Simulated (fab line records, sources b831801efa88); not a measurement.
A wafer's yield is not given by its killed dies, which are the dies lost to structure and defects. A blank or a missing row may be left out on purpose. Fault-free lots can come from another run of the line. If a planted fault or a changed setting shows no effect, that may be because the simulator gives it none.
Which tool did it? -- flow gf180mcu -- 33 wafers from 11 lots sampled at 6 of the route's 602 steps

WHAT THE GAUGES READ, wafer by wafer
GF_NWELL_TW_MEAS_11.
lot,measured,on,NWELL_TW
L148,day 3 08:41,film metro-02,1561 1566 1566
L150,day 3 18:58,film metro-04,1590 1599 1597
L151,day 4 00:50,film metro-01,1568 1574 1585
L153,day 4 15:35,film metro-01,1565 1573 1565
L156,day 5 06:18,film metro-01,1585 1583 1587
L157,day 5 12:35,film metro-01,1576 1579 1570
L158,day 5 15:44,film metro-04,1604 1605 1598
L166,day 7 11:00,film metro-02,1577 1582 1578
L167,day 7 16:13,film metro-02,1568 1561 1564
L170,day 8 07:36,film metro-02,1571 1561 1565
L171,day 8 22:11,film metro-02,1557 1564 1564

GF_VT_IMPLANT_OVL_MEAS_07.
lot,measured,on,VT_IMPLANT_OVL (nm)
L148,day 5 16:23,overlay-01,-1.5 -2.4 0.1
L150,day 6 02:28,overlay-01,0.6 -1.9 -1.6
L151,day 6 09:41,overlay-01,-0.8 -2.5 -2.2
L153,day 7 02:56,overlay-02,4.8 4.2 3.9
L156,day 7 18:23,overlay-01,-1.4 1.4 0.6
L157,day 8 02:16,overlay-02,-1.0 1.3 1.8
L158,day 8 05:21,overlay-01,1.3 2.8 1.3
L166,day 10 07:59,overlay-01,- - -
L167,day 10 15:17,overlay-02,2.7 -0.7 0.8
L170,day 11 06:29,overlay-02,-0.4 0.9 0.5
L171,day 11 23:39,overlay-02,0.5 2.4 2.8

GF_VT_IMPLANT_TW_MEAS_10.
lot,measured,on,VT_IMPLANT_TW
L148,day 5 16:41,film metro-03,571 571 571
L150,day 6 02:45,film metro-02,561 561 563
L151,day 6 09:59,film metro-02,564 564 563
L153,day 7 03:13,film metro-02,562 560 563
L156,day 7 18:41,film metro-03,570 572 571
L157,day 8 02:33,film metro-03,569 567 568
L158,day 8 05:38,film metro-03,570 568 571
L166,day 10 08:17,film metro-02,30 30 30 30 30 30
L167,day 10 15:34,film metro-01,561 558 564
L170,day 11 06:46,film metro-01,564 561 568
L171,day 11 23:57,film metro-01,565 566 567

TOOL THAT RAN EACH LOT (tool first, then ch and the chambers of the sampled wafers, then the start)
lot,GF_STI_ETCH_14,GF_STI_STRIP_15,GF_VT_IMPLANT_EXPOSE_04
L148,"rie si-02 ch 0,1,3, day 2 02:26","plasma asher-02 ch 0,1, day 2 02:30","iline stepper-01 ch 0, day 5 09:35"
L150,"rie si-01 ch 1,2,3, day 2 12:44","plasma asher-03 ch 0,1, day 2 12:50","iline stepper-01 ch 0, day 5 19:19"
L151,"rie si-01 ch 2,3, day 2 16:50","plasma asher-03 ch 0,1, day 2 16:54","iline stepper-02 ch 0, day 6 02:25"
L153,"rie si-02 ch 1,2, day 3 03:41","plasma asher-02 ch 0,1, day 3 03:45","iline stepper-02 ch 0, day 6 19:08"
L156,"rie si-02 ch 1,2,3, day 3 22:08","plasma asher-03 ch 0,1, day 3 22:15","iline stepper-02 ch 0, day 7 10:14"
L157,"rie si-01 ch 0,1,3, day 4 01:23","plasma asher-02 ch 0,1, day 4 01:29","iline stepper-01 ch 0, day 7 18:19"
L158,"rie si-02 ch 0,2,3, day 4 06:05","plasma asher-02 ch 0,1, day 4 06:09","iline stepper-02 ch 0, day 7 21:19"
L166,"rie si-01 ch 2,3, day 5 23:56","plasma asher-02 ch 0,1, day 6 00:03","iline stepper-01 ch 0, day 9 23:32"
L167,"rie si-02 ch 0,1,3, day 6 03:04","plasma asher-02 ch 0,1, day 6 03:09","iline stepper-01 ch 0, day 10 06:08"
L170,"rie si-01 ch 0,2, day 6 18:16","plasma asher-03 ch 0,1, day 6 18:21","iline stepper-02 ch 0, day 10 21:22"
L171,"rie si-02 ch 0,1, day 7 04:01","plasma asher-03 ch 0,1, day 7 04:08","iline stepper-01 ch 0, day 11 14:11"
- GF_STI_ETCH_14: etches Si in HBr/Cl2/O2, target depth 360 nm, time 102.9 s.
- GF_STI_STRIP_15: strips in O2/N2.
- GF_VT_IMPLANT_EXPOSE_04: exposes mask LVPWELL LV AREA, target cd 600 nm.

AS READ BY THE TOOLS THEMSELVES (means over the sampled wafers that have a number; for cases with no such wafer, the mark the record gives instead)
GF_STI_ETCH_14.
lot,tool,bias w (W),drypump motor current A (A),mfc cl2 sccm (sccm),oes product au (a.u.),throttle valve pct (%)
L148,rie si-02,149.7,6.1,40.03,0.996,25.653
L150,rie si-01,150.1,5.3,39.97,1.007,25.649
L151,rie si-01,149.8,5.3,40.06,1.001,25.662
L153,rie si-02,150.1,6.3,39.97,1.006,25.649
L156,rie si-02,149.6,6.0,40.01,1.006,25.655
L157,rie si-01,149.9,5.7,40.02,0.992,25.659
L158,rie si-02,150.1,5.9,39.94,1.003,25.655
L166,rie si-01,150.2,5.3,39.94,1.003,25.656
L167,rie si-02,150.0,6.1,40.06,1.012,25.646
L170,rie si-01,150.1,5.9,40.14,1.001,25.658
L171,rie si-02,150.1,6.4,40.05,1.002,25.655

GF_STI_STRIP_15.
lot,tool,drypump motor current A (A),heater power w (W),n2 flow sccm (sccm),oes product au (a.u.),strip time to endpoint s (s)
L148,plasma asher-02,5.9,338,299.7,0.381,3.73
L150,plasma asher-03,6.3,338,300.5,0.385,3.74
L151,plasma asher-03,6.3,329,300.1,0.388,3.75
L153,plasma asher-02,5.9,341,299.4,0.384,3.70
L156,plasma asher-03,6.0,336,299.2,0.386,3.77
L157,plasma asher-02,5.6,358,300.9,0.388,3.76
L158,plasma asher-02,5.9,346,299.7,0.385,3.81
L166,plasma asher-02,5.9,340,299.5,0.381,3.70
L167,plasma asher-02,5.6,358,299.8,0.388,3.72
L170,plasma asher-03,6.0,332,299.3,0.379,3.76
L171,plasma asher-03,6.3,332,299.7,0.384,3.73

GF_VT_IMPLANT_EXPOSE_04.
lot,tool,reticle temp C (C)
L148,iline stepper-01,23.02
L150,iline stepper-01,22.73
L151,iline stepper-02,22.99
L153,iline stepper-02,23.01
L156,iline stepper-02,23.09
L157,iline stepper-01,23.09
L158,iline stepper-02,23.03
L166,iline stepper-01,22.97
L167,iline stepper-01,23.09
L170,iline stepper-02,22.98
L171,iline stepper-01,22.80

THE ANSWER, worked out from the rows above alone
Rule: usual is defined by the lots themselves. Put in order of their means at a reading, lots are off if they are a third of the lots or fewer, leave a main group of 4 or more, and stand apart from it by a gap of 3 or more times the standard deviation of the main group's means; of several such gaps the widest counts. A main group is skipped when, at the precision printed for the reading in the tables above, its means are all equal. Also off: a lot with no number at a reading for which 4 or more lots have one. Any other lot the step has rows for is counted as sound. Order of review: gauges by route order, followed by the tools' own readings, for which a lot's mean as printed above is used. The first step at which some lot is off is used, and at that step the reading that is off furthest; a lot without a number counts as furthest.
Off: at GF_VT_IMPLANT_OVL_MEAS_07 (VT_IMPLANT_OVL), L166. Without a number there: L166. The main group: mean 0.6 nm, standard deviation 1.7.
A tool fits if, at a process step before that reading, it ran every lot that is off, and no sound lot after the first of them. Not tried: the gauges at GF_VT_IMPLANT_OVL_MEAS_07; whatever is off there is also off at GF_VT_IMPLANT_TW_MEAS_10, on other tools, and gauge error can't account for it. No candidate that was tried fits.

WHAT THE SIMULATOR HAD PUT IN
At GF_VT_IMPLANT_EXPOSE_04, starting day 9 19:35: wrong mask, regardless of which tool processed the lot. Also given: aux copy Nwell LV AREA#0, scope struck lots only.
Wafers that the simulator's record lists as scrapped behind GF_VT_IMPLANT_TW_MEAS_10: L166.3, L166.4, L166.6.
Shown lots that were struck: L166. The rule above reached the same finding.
